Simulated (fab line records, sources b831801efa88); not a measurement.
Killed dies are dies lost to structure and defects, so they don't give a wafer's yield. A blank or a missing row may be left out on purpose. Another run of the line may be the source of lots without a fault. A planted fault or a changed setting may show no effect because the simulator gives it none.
Chamber matching | flow sky130 | SKY_VIA3_ETCH_15 on rie-diel-03: 4 sister chambers
The step etches SiO2 in C4F8/O2/Ar, stops on TiN, target depth 507 nm, time 78 s. 4 wafers are shown with their chamber, then 8 later ones without.

EACH WAFER AND ITS CHAMBER
wafer  | chamber | chamber-pressure-mTorr (mTorr)
L076.3 | 2       | 39.99
L080.5 | 1       | 39.98
L083.1 | 3       | 40.05
L087.1 | 0       | 40.04

WAFERS WITHOUT THEIR CHAMBER
wafer  | chamber-pressure-mTorr (mTorr)
L087.3 | 40.06
L087.4 | 39.97
L093.1 | 39.94
L093.2 | 40.05
L093.4 | 39.96
L094.2 | 39.95
L094.4 | 40.01
L094.6 | 40.04

WHICH CHAMBER EACH WENT THROUGH
wafer  | from the rows above               | in truth
L087.3 | can't be placed: 3 or 0           | 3
L087.4 | can't be placed: 1 or 2           | 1
L093.1 | can't be placed: 1 or 2           | 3
L093.2 | can't be placed: 3 or 0           | 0
L093.4 | can't be placed: 1 or 2           | 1
L094.2 | can't be placed: 1 or 2           | 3
L094.4 | can't be placed: 2 or 0 or 1 or 3 | 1
L094.6 | can't be placed: 0 or 3           | 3
Correct placement for 0 of the 8. From these rows, 8 cannot be placed; in 6 the true chamber is one of the candidates. Placed wrongly: 0.
How it was worked out, from the rows above alone: a wafer's distance from a chamber is the root of the sum, over the readings, of the square of ((its reading less the chamber's mean) divided by the reading's scatter). If the next closest chamber is less than 2 further off than the closest, the wafer can't be placed; otherwise it belongs to the closest. Each chamber's mean is taken over the wafers shown for it. The scatter (one wafer shown for each chamber): square how far every hidden wafer sits from the nearest shown wafer, average those squares and take the square root.
